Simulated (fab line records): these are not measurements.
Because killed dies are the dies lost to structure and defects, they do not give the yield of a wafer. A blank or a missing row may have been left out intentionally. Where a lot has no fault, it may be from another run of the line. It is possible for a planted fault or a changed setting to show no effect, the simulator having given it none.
fab line records | flow sky130
[record] lots = 6 | wafers = 18 | last_day = 50
route steps=708 shown LDD_N@252 LDD_P@255 PAD_OPEN@708
lots with no fault: from the same line, run without faults
start_h: start of the lot's first displayed wafer, in hours after the record's first day | wait_h: time in hours since the lot's previous step | " as in the row above | L1.1+2: a single row standing in for several wafers | - either no value or no given start | * or withheld: withheld | < > ~ a bound
route shown NAME@n: a module of which the file shows steps, and the number in the route of the first | usual: mean/standard deviation taken from wafers without a fault | same: alike in all rows | chamber/n: place in a boat | sites: per-site readings | _std_site: standard deviation of those values | _edge_site: outer sites' mean less inner sites' | radius_mm: for every site, how far away it sits from the centre of the wafer | mask NAME#n: copy n | behind: tool/chamber where the wafer was last shaped | hold: reason for holding the lot/hours on hold/outcome of the hold | device: the n, p or np transistor that did not switch | end of line: the tests these same wafers got at the end of their route | step lacking rows: just its recipe | killed: the dies lost at the first sort to structure and to defects; this is not the yield of the wafer | map: the dies of a wafer, with x for killed, . for not killed, _ for no die there
set.NAME: the setting the step ran with; set.NAME@STEP: the setting that earlier step ran with | model.NAME: the simulator's own value behind a step, which no gauge read
certain route steps with their lots: each step a table, each wafer a row
services: the hour from which a tool's chamber was out of use, counted from the record's first day as start_h (under 0 if before that day), plus the number of hours and why
[[steps]]
[step SKY_LDD_N_IMPLANT_15]
[recipe] species = BF2 | energy_kev = 50 | dose_cm2 = 5e+12 | tilt_deg = 30 | rotation_deg = 270
[step SKY_LDD_N_STRIP_16]
[recipe] chemistry = O2/N2 | power_w = 1400 | pressure_mtorr = 1500 | platen_temp_c = withheld | o2_flow_sccm = 3000 | n2_flow_sccm = 300 | overash_fraction = 0.5
[usual] drypump_motor_current_A = 5.85/0.27 | oes_product_au = 0.407/0.0043 | strip_time_to_endpoint_s = 4.316/0.016
lot.wafer | tool            | chamber | start_h | wait_h | drypump_motor_current_A | oes_product_au | rf_hours_counter_h | strip_time_to_endpoint_s
L728.2    | plasma_asher-02 | 0       | 412.37  | 0.1    | 6.00                    | 0.414          | 61                 | 4.336
L728.5    | "               | 1       | "       | "      | 5.69                    | 0.404          | -                  | 4.333
L728.6    | "               | 0       | "       | "      | 6.03                    | 0.407          | -                  | 4.309
L729.1    | plasma_asher-03 | 1       | 426.02  | 0.1    | 5.57                    | 0.401          | 26                 | 4.310
L729.2    | "               | 0       | "       | "      | 5.48                    | 0.405          | 26                 | 4.318
L729.5    | "               | 0       | "       | "      | 5.50                    | 0.407          | -                  | 4.293
L730.1    | plasma_asher-03 | 0       | 426.19  | 0.1    | 5.52                    | 0.402          | 27                 | 4.330
L730.2    | "               | 1       | "       | "      | 5.57                    | 0.407          | 27                 | 4.322
L730.5    | "               | 1       | "       | "      | 5.59                    | 0.409          | -                  | 4.316
L731.1    | plasma_asher-02 | 0       | 428.15  | 0.1    | 6.02                    | 0.412          | 63                 | 4.293
L731.2    | "               | 1       | "       | "      | 5.74                    | 0.411          | 63                 | 4.295
L731.3    | "               | 1       | "       | "      | 5.72                    | 0.405          | -                  | 4.306
L746.2    | plasma_asher-01 | 0       | 557.22  | 0.1    | 6.22                    | 0.406          | 11                 | 4.338
L746.3    | "               | 1       | "       | "      | 5.86                    | 0.412          | -                  | 4.323
L746.5    | "               | 1       | "       | "      | 5.89                    | 0.402          | -                  | 4.321
L749.2    | plasma_asher-01 | 0       | 585.32  | 0.1    | 6.25                    | 0.408          | 15                 | 4.328
L749.4    | "               | 0       | "       | "      | 6.25                    | 0.406          | -                  | 4.317
L749.5    | "               | 1       | "       | "      | 5.88                    | 0.403          | -                  | 4.313
[step SKY_LDD_N_TW_MEAS_17]
[usual] LDD_N_TW = 2582/12
lot.wafer | tool          | chamber | start_h | wait_h | LDD_N_TW
L728.2    | film_metro-01 | -       | 412.48  | 0.1    | 2576
L728.5    | "             | -       | "       | "      | 2558
L728.6    | "             | -       | "       | "      | 2567
L729.1    | film_metro-03 | -       | 426.12  | 0.1    | 2606
L729.2    | "             | -       | "       | "      | 2611
L729.5    | "             | -       | "       | "      | 2604
L730.1    | film_metro-01 | -       | 426.29  | 0.1    | 2573
L730.2    | "             | -       | "       | "      | 2562
L730.5    | "             | -       | "       | "      | 2564
L731.1    | film_metro-03 | -       | 428.25  | 0.1    | 2600
L731.2    | "             | -       | "       | "      | 2607
L731.3    | "             | -       | "       | "      | 2602
L746.2    | film_metro-03 | -       | 557.33  | 0.1    | 2587
L746.3    | "             | -       | "       | "      | 2589
L746.5    | "             | -       | "       | "      | 2571
L749.2    | film_metro-03 | -       | 585.43  | 0.1    | 2574
L749.4    | "             | -       | "       | "      | 2568
L749.5    | "             | -       | "       | "      | 2583
[step SKY_LDD_P_DEHYDRATE_00]
[recipe] temp_c = 200 | time_s = 60
[step SKY_LDD_P_HMDS_01]
[recipe] prime_time_s = 60 | prime_temp_c = 120
[step SKY_LDD_P_COAT_02]
[recipe] resist = NOVOLAK | spin_rpm = 3000 | resist_thk_nm = 1140
[step SKY_LDD_P_SOFTBAKE_03]
[recipe] temp_c = 90 | time_s = 60 | resist = NOVOLAK
[step SKY_LDD_P_EXPOSE_04]
[recipe] mask_id = PSDM | na = 0.6 | source_shape = conventional | sigma_outer = 0.6 | polarization = unpolarized | target_cd_nm = 380 | dose_mj = 138
[step SKY_LDD_P_PEB_05]
[recipe] temp_c = withheld | time_s = * | resist = NOVOLAK
[step SKY_LDD_P_DEVELOP_06]
[recipe] resist = NOVOLAK | developer = TMAH | develop_time_s = 60 | dev_temp_c = 21.99
[step SKY_LDD_P_CD_MEAS_07]
[recipe] target_cd_nm = 380
[usual] cd_nm = 379.9/2.4
lot.wafer | tool      | chamber | start_h | wait_h | cd_nm
L728.2    | cd_sem-01 | -       | 442.30  | 0.1    | 380.4
L728.5    | "         | -       | "       | "      | 380.6
L728.6    | "         | -       | "       | "      | 379.2
L729.1    | cd_sem-01 | -       | 457.10  | 0.1    | 378.9
L729.2    | "         | -       | "       | "      | 377.6
L729.5    | "         | -       | "       | "      | 380.5
L730.1    | cd_sem-02 | -       | 457.14  | 0.1    | 374.4
L730.2    | "         | -       | "       | "      | 375.4
L730.5    | "         | -       | "       | "      | 376.1
L731.1    | cd_sem-01 | -       | 458.90  | 0.1    | 381.4
L731.2    | "         | -       | "       | "      | 382.7
L731.3    | "         | -       | "       | "      | 379.7
L746.2    | cd_sem-02 | -       | 587.31  | 0.1    | 378.8
L746.3    | "         | -       | "       | "      | 376.9
L746.5    | "         | -       | "       | "      | 378.4
L749.2    | cd_sem-01 | -       | 613.82  | 0.1    | 376.1
L749.4    | "         | -       | "       | "      | 378.0
L749.5    | "         | -       | "       | "      | 378.3
[step SKY_LDD_P_OVL_MEAS_08]
[usual] LDD_P_OVL = -0.3/1.2
lot.wafer | tool       | chamber | start_h | wait_h | LDD_P_OVL[nm]
L728.2    | overlay-02 | -       | 442.41  | 0.1    | 0.2
L728.5    | "          | -       | "       | "      | 0.6
L728.6    | "          | -       | "       | "      | -1.4
L729.1    | overlay-02 | -       | 457.22  | 0.1    | 0.1
L729.2    | "          | -       | "       | "      | 1.2
L729.5    | "          | -       | "       | "      | 1.2
L730.1    | overlay-01 | -       | 457.26  | 0.1    | -0.4
L730.2    | "          | -       | "       | "      | -0.7
L730.5    | "          | -       | "       | "      | 1.3
L731.1    | overlay-01 | -       | 459.02  | 0.1    | -0.3
L731.2    | "          | -       | "       | "      | 0.3
L731.3    | "          | -       | "       | "      | -1.2
L746.2    | overlay-02 | -       | 587.42  | 0.1    | 0.4
L746.3    | "          | -       | "       | "      | -1.1
L746.5    | "          | -       | "       | "      | -0.7
L749.2    | overlay-02 | -       | 613.93  | 0.1    | 0.2
L749.4    | "          | -       | "       | "      | -0.3
L749.5    | "          | -       | "       | "      | -1.2
[step SKY_LDD_P_IMPLANT_09]
[recipe] species = BF2 | energy_kev = 25 | dose_cm2 = 1e+13 | tilt_deg = withheld
[usual] beam_energy_keV = 25.001/0.0076
lot.wafer | tool         | chamber | start_h | wait_h | beam_energy_keV | model.implant.rp_nm | model.implant.drp_nm
L728.2    | implanter-01 | 0       | 442.46  | 0.0    | 24.995          | 21.35               | 11.41
L728.5    | "            | 0       | "       | "      | 24.999          | 21.35               | 11.41
L728.6    | "            | 0       | "       | "      | 24.999          | 21.35               | 11.41
L729.1    | implanter-01 | 0       | 457.26  | 0.0    | 27.060          | 22.3                | 12.06
L729.2    | "            | 0       | "       | "      | 27.045          | 22.3                | 12.06
L729.5    | "            | 0       | "       | "      | 27.050          | 22.3                | 12.06
L730.1    | implanter-01 | 0       | 457.41  | 0.1    | 27.055          | 22.64               | 12.06
L730.2    | "            | 0       | "       | "      | 27.075          | 22.64               | 12.06
L730.5    | "            | 0       | "       | "      | 27.057          | 22.64               | 12.06
L731.1    | implanter-02 | 0       | 459.06  | 0.0    | 24.999          | 19.91               | 11.41
L731.2    | "            | 0       | "       | "      | 25.003          | 19.91               | 11.41
L731.3    | "            | 0       | "       | "      | 25.013          | 19.91               | 11.41
L746.2    | implanter-01 | 0       | 587.47  | 0.0    | 24.999          | 19.62               | 11.41
L746.3    | "            | 0       | "       | "      | 25.002          | 19.62               | 11.41
L746.5    | "            | 0       | "       | "      | 25.000          | 19.62               | 11.41
L749.2    | implanter-04 | 0       | 614.01  | 0.1    | 25.004          | 20.94               | 11.41
L749.4    | "            | 0       | "       | "      | 24.984          | 20.94               | 11.41
L749.5    | "            | 0       | "       | "      | 25.001          | 20.94               | 11.41
[step SKY_LDD_P_STRIP_10]
[recipe] chemistry = O2/N2 | power_w = 1400 | pressure_mtorr = 1500 | platen_temp_c = withheld | o2_flow_sccm = 3000 | n2_flow_sccm = 300 | overash_fraction = 0.5
[usual] drypump_motor_current_A = 5.8/0.36 | oes_product_au = 0.716/0.0039 | strip_time_to_endpoint_s = 14.18/0.034
lot.wafer | tool            | chamber | start_h | wait_h | drypump_motor_current_A | oes_product_au | rf_hours_counter_h | strip_time_to_endpoint_s
L728.2    | plasma_asher-01 | 1       | 442.59  | 0.1    | 5.9                     | 0.715          | 1                  | 14.23
L728.5    | "               | 0       | "       | "      | 6.2                     | 0.720          | -                  | 14.20
L728.6    | "               | 1       | "       | "      | 5.9                     | 0.721          | -                  | 14.20
L729.1    | plasma_asher-02 | 1       | 457.41  | 0.1    | 5.7                     | 0.718          | 66                 | 14.15
L729.2    | "               | 0       | "       | "      | 6.0                     | 0.716          | 66                 | 14.18
L729.5    | "               | 1       | "       | "      | 5.7                     | 0.718          | -                  | 14.18
L730.1    | plasma_asher-01 | 0       | 457.56  | 0.1    | 6.2                     | 0.727          | 3                  | 14.22
L730.2    | "               | 1       | "       | "      | 5.9                     | 0.720          | 3                  | 14.18
L730.5    | "               | 0       | "       | "      | 6.2                     | 0.713          | -                  | 14.18
L731.1    | plasma_asher-01 | 1       | 459.21  | 0.1    | 5.9                     | 0.716          | 3                  | 14.18
L731.2    | "               | 0       | "       | "      | 6.2                     | 0.718          | 3                  | 14.16
L731.3    | "               | 0       | "       | "      | 6.2                     | 0.715          | -                  | 14.15
L746.2    | plasma_asher-01 | 0       | 587.60  | 0.1    | 6.2                     | 0.719          | 15                 | 14.15
L746.3    | "               | 0       | "       | "      | 6.2                     | 0.718          | -                  | 14.22
L746.5    | "               | 0       | "       | "      | 6.2                     | 0.716          | -                  | 14.15
L749.2    | plasma_asher-02 | 0       | 614.26  | 0.2    | 6.0                     | 0.715          | 82                 | 14.18
L749.4    | "               | 0       | "       | "      | 6.0                     | 0.713          | -                  | 14.21
L749.5    | "               | 1       | "       | "      | 5.7                     | 0.713          | -                  | 14.16
[step SKY_LDD_P_TW_MEAS_11]
[usual] LDD_P_TW = 635/4
lot.wafer | tool          | chamber | start_h | wait_h | hold                     | LDD_P_TW
L728.2    | film_metro-01 | -       | 442.70  | 0.1    | -                        | 641
L728.5    | "             | -       | "       | "      | -                        | 640
L728.6    | "             | -       | "       | "      | -                        | 644
L729.1    | film_metro-03 | -       | 457.51  | 0.1    | await_dispo/0.2h/release | 650
L729.2    | "             | -       | "       | "      | await_dispo/0.2h/release | 652
L729.5    | "             | -       | "       | "      | await_dispo/0.2h/release | 650
L729.1    | film_metro-03 | -       | 457.74  | 0.2    | -                        | 648
L729.2    | "             | -       | "       | "      | -                        | 650
L729.5    | "             | -       | "       | "      | -                        | 654
L730.1    | film_metro-01 | -       | 457.66  | 0.1    | await_dispo/0.2h/release | 652
L730.2    | "             | -       | "       | "      | await_dispo/0.2h/release | 650
L730.5    | "             | -       | "       | "      | await_dispo/0.2h/release | 651
L730.1    | film_metro-01 | -       | 457.96  | 0.3    | -                        | 654
L730.2    | "             | -       | "       | "      | -                        | 648
L730.5    | "             | -       | "       | "      | -                        | 650
L731.1    | film_metro-01 | -       | 459.31  | 0.1    | -                        | 637
L731.2    | "             | -       | "       | "      | -                        | 638
L731.3    | "             | -       | "       | "      | -                        | 635
L746.2    | film_metro-03 | -       | 587.71  | 0.1    | -                        | 632
L746.3    | "             | -       | "       | "      | -                        | 635
L746.5    | "             | -       | "       | "      | -                        | 634
L749.2    | film_metro-01 | -       | 614.37  | 0.1    | -                        | 640
L749.4    | "             | -       | "       | "      | -                        | 641
L749.5    | "             | -       | "       | "      | -                        | 641
[step SKY_PAD_OPEN_PROBE_99]
[usual] killed_at_M0_to_M3 = 43/6.6 | killed_at_M4_up = 2.9/1.8 | killed_at_contacts = 25/5.3 | killed_at_front_end = 15/4.1 | killed_at_other = 0.3/0.6 | killed_dies = 86/8.8 | killed_open = 47/6.7 | killed_short = 39/6.2
[same] gross_dies = 492 | killed_at_back_side = 0
lot.wafer | tool      | chamber | start_h | wait_h | killed_at_M0_to_M3 | killed_at_M4_up | killed_at_contacts | killed_at_front_end | killed_at_other | killed_dies | killed_open | killed_short
L729.1    | prober-02 | -       | 1089.06 | 0.1    | 39                 | 0               | 30                 | 15                  | 2               | 86          | 45          | 41
L729.2    | prober-02 | -       | 1089.11 | 0.1    | 36                 | 2               | 32                 | 18                  | 0               | 88          | 49          | 39
L729.5    | prober-02 | -       | 1089.26 | 0.2    | 46                 | 3               | 24                 | 16                  | 0               | 89          | 47          | 41
L746.2    | prober-02 | -       | 1176.75 | 0.1    | 46                 | 10              | 22                 | 20                  | 0               | 98          | 59          | 31
L746.3    | prober-02 | -       | 1176.80 | 0.2    | 44                 | 3               | 13                 | 18                  | 0               | 78          | 39          | 39
L746.5    | prober-02 | -       | 1176.90 | 0.2    | 38                 | 0               | 31                 | 19                  | 1               | 89          | 53          | 36
L749.2    | prober-01 | -       | 1199.14 | 0.1    | 41                 | 0               | 33                 | 11                  | 2               | 87          | 45          | 41
L749.4    | prober-01 | -       | 1199.24 | 0.2    | 43                 | 2               | 26                 | 7                   | 1               | 79          | 38          | 40
L749.5    | prober-01 | -       | 1199.29 | 0.2    | 45                 | 3               | 29                 | 19                  | 1               | 97          | 58          | 38
// killed by level:class
L729.1 LI_CONTACT:geometric_particle:open=11 VIA1:geometric_particle:open=8 CONTACT:geometric_particle:open=7 METAL1:geometric_particle:short=7 VIA1:geometric_particle:short=6 FIELD_ISO:geometric_particle:open=5 VIA3:geometric_particle:short=5 LOCAL_INTERCONNECT:geometric_particle:short=4
L729.2 CONTACT:geometric_particle:open=12 VIA1:geometric_particle:open=12 FIELD_ISO:geometric_particle:open=6 LI_CONTACT:geometric_particle:open=6 LOCAL_INTERCONNECT:geometric_particle:short=6 FIELD_ISO:geometric_particle:short=5 METAL2:geometric_particle:short=5 VIA2:geometric_particle:open=5
L729.5 VIA3:geometric_particle:open=9 VIA2:geometric_particle:open=8 LI_CONTACT:geometric_particle:open=7 VIA1:geometric_particle:short=7 VIA1:geometric_particle:open=6 METAL1:geometric_particle:short=6 CONTACT:geometric_particle:open=5 FIELD_ISO:geometric_particle:open=4
L746.2 VIA1:geometric_particle:open=14 CONTACT:geometric_particle:open=12 VIA3:geometric_particle:open=10 VIA4:area_etch=8 POLY_GATE:geometric_particle:open=7 VIA2:geometric_particle:open=5 VIA1:geometric_particle:short=4 METAL2:geometric_particle:short=4
L746.3 VIA1:geometric_particle:open=12 METAL1:geometric_particle:short=9 FIELD_ISO:geometric_particle:open=7 VIA1:geometric_particle:short=5 CONTACT:geometric_particle:short=5 CONTACT:geometric_particle:open=4 POLY_GATE:geometric_particle:short=3 VIA2:geometric_particle:short=3
L746.5 CONTACT:geometric_particle:open=14 LI_CONTACT:geometric_particle:open=9 METAL1:geometric_particle:short=7 VIA3:geometric_particle:open=7 VIA1:geometric_particle:open=6 FIELD_ISO:geometric_particle:short=5 POLY_GATE:geometric_particle:open=4 FIELD_ISO:geometric_particle:open=3
L749.2 LOCAL_INTERCONNECT:geometric_particle:short=9 CONTACT:geometric_particle:open=9 VIA1:geometric_particle:open=9 VIA2:geometric_particle:open=8 METAL2:geometric_particle:short=7 LI_CONTACT:geometric_particle:open=5 CONTACT:geometric_particle:short=5 VIA1:geometric_particle:short=5
L749.4 VIA1:geometric_particle:open=10 CONTACT:geometric_particle:open=9 METAL2:geometric_particle:short=9 VIA1:geometric_particle:short=7 LI_CONTACT:geometric_particle:open=6 LOCAL_INTERCONNECT:geometric_particle:short=5 CONTACT:geometric_particle:short=5 VIA3:geometric_particle:open=4
L749.5 VIA1:geometric_particle:open=12 LI_CONTACT:geometric_particle:open=11 CONTACT:geometric_particle:open=10 VIA2:geometric_particle:open=8 POLY_GATE:geometric_particle:short=5 METAL1:geometric_particle:short=5 FIELD_ISO:geometric_particle:open=4 LOCAL_INTERCONNECT:geometric_particle:short=4
[[services]]
tool            | chamber | start_h | hours | kind
plasma_asher-01 | -       | 391.11  | 0.7   | repair
plasma_asher-02 | -       | 414.82  | 3.0   | repair
plasma_asher-01 | -       | 421.25  | 9.0   | pm
plasma_asher-01 | 0       | 421.25  | 9.0   | vent_cycle
plasma_asher-01 | 1       | 421.25  | 9.0   | vent_cycle
plasma_asher-01 | 0       | 430.25  | -     | clean
plasma_asher-01 | 1       | 430.25  | -     | clean
plasma_asher-03 | -       | 450.99  | 2.9   | repair
implanter-04    | -       | 456.13  | 1.7   | repair
implanter-01    | -       | 459.53  | 5.6   | repair
plasma_asher-01 | -       | 462.37  | 11.4  | repair
plasma_asher-03 | -       | 468.00  | 18.4  | pm
implanter-04    | -       | 479.64  | 4.8   | pm
implanter-01    | -       | 537.30  | 3.3   | repair
plasma_asher-02 | -       | 542.48  | 1.1   | repair
plasma_asher-02 | -       | 565.86  | 4.8   | repair
implanter-02    | -       | 577.87  | 10.7  | pm
[[key]]
[first_sign] step = SKY_LDD_P_IMPLANT_09 | reading = beam_energy_keV | direction = up | sigmas = 99+ | usual = * | struck = *
[effect] step = SKY_LDD_P_TW_MEAS_11 | reading = visit | direction = added
[model_effect] step = SKY_LDD_P_IMPLANT_09 | value = implant.rp_nm | without = 21.09 | struck = 22.47
met_at SKY_LDD_P_IMPLANT_09
struck_wafers L729.1,L729.2,L729.5,L730.1,L730.2,L730.5
tester_left_out L729,L730
[fault] kind = process_parameter_drift | tool = implanter-01 | chamber = - | onset_h = 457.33 | steps = SKY_LDD_P_IMPLANT_09 | channel = energy_kev | offset = * | shape = step | end_h = 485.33 | acts_in = * | stated = *
// tester_left_out: of these lots the tester's yield and bins aren't shown, on N5 and GAA mostly nor the transistor test; their killed dies are dies lost to structure and defects alone, not to doping, threshold or leakage, so they don't give the yield
